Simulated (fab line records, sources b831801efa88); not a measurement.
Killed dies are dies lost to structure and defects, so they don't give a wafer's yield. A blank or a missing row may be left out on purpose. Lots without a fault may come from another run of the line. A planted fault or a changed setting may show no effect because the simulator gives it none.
A struck lot beside a sound one | flow sky130 | 19 steps out of a route of 708
Sound: wafers L787.2, L787.4, L787.5. Struck: wafers L793.3, L793.4, L793.6. The cause comes at the end.
At each step with rows: each side's tool, then ch and its chambers, then its first start. Under that, the readings that differ: sound wafers | struck wafers | difference of the means | sigmas: that difference in standard deviations of wafers without a fault.
alike: readings whose means differ by less than 2 such deviations, and words and numbers that are the same on both sides. not compared: withheld readings, readings that some wafer has no value for, bounds like >300 that may hide the same value, and numbers for which the record gives no deviation and whose values overlap.
The two part at a step that has a row with sigmas, a row that says differs or no value, or rows on one side only. Numbers that don't overlap but have no deviation are shown without sigmas and don't part them. A reading that every wafer of one side lacks parts them only if that side has two wafers or more.

SKY_VIA1_ETCH_15: etches SiO2 in C4F8/O2/Ar, stops on TiN, target depth 351 nm, time 54 s.
  sound on rie_diel-02 ch 0,3, day 37 02:16; struck on rie_diel-02 ch 0,1, day 38 15:16
  alike: oes_product_au
  not compared: rf_hours_counter_h
SKY_VIA1_STRIP_16: strips in O2/N2.
  sound on plasma_asher-01 ch 0,1, day 37 02:19; struck on plasma_asher-04 ch 0,1, day 38 15:20
  alike: drypump_motor_current_A, oes_product_au, strip_time_to_endpoint_s
  not compared: rf_hours_counter_h
then, 5 steps without rows for these wafers: SKY_VIA1_STRIP_17 (strips in post etch residue remover, time 1200 s); SKY_VIA1_CLEAN_18 (cleans in IPA, time 180 s); SKY_VIA1_CLEAN_19 (cleans in O3/DIW); SKY_VIA1_SPUTTER_20 (material TiN, target thk 20 nm, time 80 s); SKY_VIA1_CVD_21 (deposits W, target thk 270 nm, time 80.902 s).
SKY_VIA1_RS_MEAS_22: measures by four-point-probe.
  sound on film_metro-04, day 37 03:04; struck on film_metro-01, day 38 16:05
  alike: VIA1_W_RS
SKY_VIA1_THK_MEAS_23: measures by xrf.
  sound on film_metro-04, day 37 03:11; struck on film_metro-01, day 38 16:11
  alike: VIA1_W_THK
SKY_VIA1_CMP_24: polishes, stops on SiO2, t overpolish 15 s, target thk 0 nm.
  sound on cmp-02 ch 1,2,3, day 37 03:20; struck on cmp-01 ch 1,2,3, day 38 16:20
  alike: head_pressure_psi, motor_current_A, overpolish_run_s, time_to_endpoint_s
SKY_METAL2_SPUTTER_00: material Ti, target thk 15 nm, time 10 s.
  sound on pvd_sputter-02, day 37 03:32; struck on pvd_sputter-02, day 38 16:32
  alike: throttle_valve_pct
then, 1 step without rows for these wafers: SKY_METAL2_SPUTTER_01 (material TiN, target thk 20 nm, time 16.7 s).
SKY_METAL2_SPUTTER_02: material AlCu, target thk 250 nm, time 13.3 s.
  sound on pvd_sputter-02, day 37 03:35; struck on pvd_sputter-02, day 38 16:35
  reading                                     | sound             | struck            | difference | sigmas
  model.AlCu_of_METAL2_SPUTTER_02.thk_nm (nm) | 250.7 250.8 253.5 | 227.6 228.7 228.3 | -23.5      |
  alike: throttle_valve_pct
then, 1 step without rows for these wafers: SKY_METAL2_SPUTTER_03 (material Ti, target thk 5 nm, time 3.3 s).
SKY_METAL2_SPUTTER_04: material TiN, target thk 70 nm, time 58.3 s.
  sound on pvd_sputter-02, day 37 03:37; struck on pvd_sputter-02, day 38 16:37
  alike: throttle_valve_pct
SKY_METAL2_RS_MEAS_05: measures by four-point-probe.
  sound on film_metro-02, day 37 03:41; struck on film_metro-01, day 38 16:43
  reading                 | sound                | struck               | difference | sigmas
  METAL2_ALCU_RS (ohm/sq) | 0.1265 0.1263 0.1249 | 0.1400 0.1391 0.1395 | +0.0136    | +9
SKY_METAL2_THK_MEAS_06: measures by xrf.
  sound on film_metro-02, day 37 03:48; struck on film_metro-01, day 38 16:49
  reading              | sound       | struck      | difference | sigmas
  METAL2_ALCU_THK (nm) | 251 251 254 | 228 227 229 | -24        | -8
then, 1 step without rows for these wafers: SKY_METAL2_DEHYDRATE_07 (time 60 s).
-- the record jumps here: 11 days lie between the struck wafers' starts before and after (it left off in module METAL2 and takes up again in module PAD_OPEN, whose first step shown is number 708 of the route) --
SKY_PAD_OPEN_PROBE_99:
  sound on prober-01, day 48 06:05; struck on prober-02, day 49 05:10
  reading                      | sound                | struck               | difference | sigmas
  model.etest.met2.line_ohm_um | 0.9138 0.9132 0.8994 | 0.9888 0.975 0.9813  | +0.0729    |
  model.etest.met2.rs_ohm_sq   | 0.1262 0.1277 0.1251 | 0.1415 0.1398 0.1409 | +0.0144    |
  alike: defect_limited_yield, killed_at_M0_to_M3, killed_at_M4_up, killed_at_contacts, killed_at_front_end, killed_at_other, killed_dies, killed_open, killed_short, sort_bin_3_pad_short, sort_bin_5_function, sort_bin_6_memory, sort_n_pass, sort_yield_pct

WHERE THEY PART
First at SKY_METAL2_RS_MEAS_05; last, within this record, at SKY_METAL2_THK_MEAS_06. Later steps at which nothing parts them and some readings are alike: SKY_PAD_OPEN_PROBE_99.

WHY: what the simulator had put in
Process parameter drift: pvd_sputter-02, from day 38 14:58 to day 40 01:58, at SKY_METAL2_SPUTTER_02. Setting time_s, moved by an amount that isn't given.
